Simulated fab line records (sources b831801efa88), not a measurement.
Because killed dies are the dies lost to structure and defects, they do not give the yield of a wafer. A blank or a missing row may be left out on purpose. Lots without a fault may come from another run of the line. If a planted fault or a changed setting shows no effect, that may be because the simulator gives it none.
Matching of chambers || flow gf180mcu || 4 sister chambers for GF_V2_ETCH_16 on rie diel-02
The step etches BARC in N2/H2. 20 wafers are shown with their chamber, then 10 later ones without.

== WAFERS, EACH WITH ITS CHAMBER ==
{"wafer": "L814.1", "chamber": 3, "drypump motor current A (A)": 5.2, "throttle valve pct (%)": 13.240, "oes product au (a.u.)": 0.860}
{"wafer": "L814.3", "chamber": 0, "drypump motor current A (A)": 6.4, "throttle valve pct (%)": 13.224, "oes product au (a.u.)": 0.854}
{"wafer": "L814.5", "chamber": 3, "drypump motor current A (A)": 5.3, "throttle valve pct (%)": 13.232, "oes product au (a.u.)": 0.852}
{"wafer": "L819.2", "chamber": 2, "drypump motor current A (A)": 5.7, "throttle valve pct (%)": 13.221, "oes product au (a.u.)": 0.853}
{"wafer": "L819.3", "chamber": 0, "drypump motor current A (A)": 6.4, "throttle valve pct (%)": 13.229, "oes product au (a.u.)": 0.852}
{"wafer": "L819.4", "chamber": 3, "drypump motor current A (A)": 5.2, "throttle valve pct (%)": 13.215, "oes product au (a.u.)": 0.863}
{"wafer": "L820.3", "chamber": 2, "drypump motor current A (A)": 5.7, "throttle valve pct (%)": 13.226, "oes product au (a.u.)": 0.860}
{"wafer": "L820.4", "chamber": 3, "drypump motor current A (A)": 5.2, "throttle valve pct (%)": 13.219, "oes product au (a.u.)": 0.855}
{"wafer": "L820.5", "chamber": 2, "drypump motor current A (A)": 5.7, "throttle valve pct (%)": 13.221, "oes product au (a.u.)": 0.860}
{"wafer": "L821.1", "chamber": 3, "drypump motor current A (A)": 5.3, "throttle valve pct (%)": 13.233, "oes product au (a.u.)": 0.848}
{"wafer": "L821.3", "chamber": 2, "drypump motor current A (A)": 5.7, "throttle valve pct (%)": 13.231, "oes product au (a.u.)": 0.853}
{"wafer": "L821.6", "chamber": 2, "drypump motor current A (A)": 5.6, "throttle valve pct (%)": 13.218, "oes product au (a.u.)": 0.849}
{"wafer": "L826.1", "chamber": 0, "drypump motor current A (A)": 6.4, "throttle valve pct (%)": 13.229, "oes product au (a.u.)": 0.860}
{"wafer": "L826.5", "chamber": 3, "drypump motor current A (A)": 5.2, "throttle valve pct (%)": 13.234, "oes product au (a.u.)": 0.856}
{"wafer": "L826.6", "chamber": 0, "drypump motor current A (A)": 6.4, "throttle valve pct (%)": 13.237, "oes product au (a.u.)": 0.860}
{"wafer": "L828.3", "chamber": 1, "drypump motor current A (A)": 4.9, "throttle valve pct (%)": 13.233, "oes product au (a.u.)": 0.853}
{"wafer": "L828.4", "chamber": 3, "drypump motor current A (A)": 5.2, "throttle valve pct (%)": 13.228, "oes product au (a.u.)": 0.861}
{"wafer": "L828.5", "chamber": 0, "drypump motor current A (A)": 6.5, "throttle valve pct (%)": 13.237, "oes product au (a.u.)": 0.850}
{"wafer": "L830.4", "chamber": 3, "drypump motor current A (A)": 5.2, "throttle valve pct (%)": 13.217, "oes product au (a.u.)": 0.859}
{"wafer": "L830.5", "chamber": 3, "drypump motor current A (A)": 5.2, "throttle valve pct (%)": 13.213, "oes product au (a.u.)": 0.850}

SIGNATURES, as means of the wafers listed above
{"reading": "drypump motor current A", "chamber 0": 6.420, "chamber 1": 4.900, "chamber 2": 5.680, "chamber 3": 5.222, "scatter within a chamber": 0.0444}
{"reading": "throttle valve pct", "chamber 0": 13.23120, "chamber 1": 13.23300, "chamber 2": 13.22340, "chamber 3": 13.22567, "scatter within a chamber": 0.00791}
{"reading": "oes product au", "chamber 0": 0.85520, "chamber 1": 0.85300, "chamber 2": 0.85500, "chamber 3": 0.85600, "scatter within a chamber": 0.00497}
Rule: distance of a wafer from a chamber = root of the sum over the readings of ((wafer's reading minus chamber's mean) / reading's scatter) squared. The wafer belongs to the nearest chamber; if the next one is less than 2 further off, it can't be placed. The scatter: take each reading less its chamber's mean, square it, sum over the shown wafers, divide by the number of wafers less the number of chambers, and take the root.

== WAFERS WHOSE CHAMBER IS MISSING ==
{"wafer": "L830.6", "drypump motor current A (A)": 6.4, "throttle valve pct (%)": 13.241, "oes product au (a.u.)": 0.854}
{"wafer": "L835.3", "drypump motor current A (A)": 5.7, "throttle valve pct (%)": 13.226, "oes product au (a.u.)": 0.859}
{"wafer": "L835.4", "drypump motor current A (A)": 5.0, "throttle valve pct (%)": 13.211, "oes product au (a.u.)": 0.854}
{"wafer": "L835.5", "drypump motor current A (A)": 5.7, "throttle valve pct (%)": 13.224, "oes product au (a.u.)": 0.857}
{"wafer": "L836.4", "drypump motor current A (A)": 5.7, "throttle valve pct (%)": 13.236, "oes product au (a.u.)": 0.856}
{"wafer": "L836.5", "drypump motor current A (A)": 5.7, "throttle valve pct (%)": 13.236, "oes product au (a.u.)": 0.850}
{"wafer": "L836.6", "drypump motor current A (A)": 5.2, "throttle valve pct (%)": 13.230, "oes product au (a.u.)": 0.850}
{"wafer": "L837.2", "drypump motor current A (A)": 4.9, "throttle valve pct (%)": 13.215, "oes product au (a.u.)": 0.850}
{"wafer": "L837.3", "drypump motor current A (A)": 5.2, "throttle valve pct (%)": 13.226, "oes product au (a.u.)": 0.857}
{"wafer": "L837.5", "drypump motor current A (A)": 5.3, "throttle valve pct (%)": 13.227, "oes product au (a.u.)": 0.862}

== THE CHAMBER EACH PASSED THROUGH ==
{"wafer": "L830.6", "from the rows above": 0, "in truth": 0}
{"wafer": "L835.3", "from the rows above": 2, "in truth": 2}
{"wafer": "L835.4", "from the rows above": "can't be placed: 1 or 3", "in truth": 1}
{"wafer": "L835.5", "from the rows above": 2, "in truth": 2}
{"wafer": "L836.4", "from the rows above": 2, "in truth": 2}
{"wafer": "L836.5", "from the rows above": 2, "in truth": 2}
{"wafer": "L836.6", "from the rows above": 3, "in truth": 3}
{"wafer": "L837.2", "from the rows above": 1, "in truth": 1}
{"wafer": "L837.3", "from the rows above": 3, "in truth": 3}
{"wafer": "L837.5", "from the rows above": 3, "in truth": 3}
Placed correctly: 9 of 10. From these rows, 1 cannot be placed; in 1 the true chamber is one of the candidates. Wrongly placed: 0.
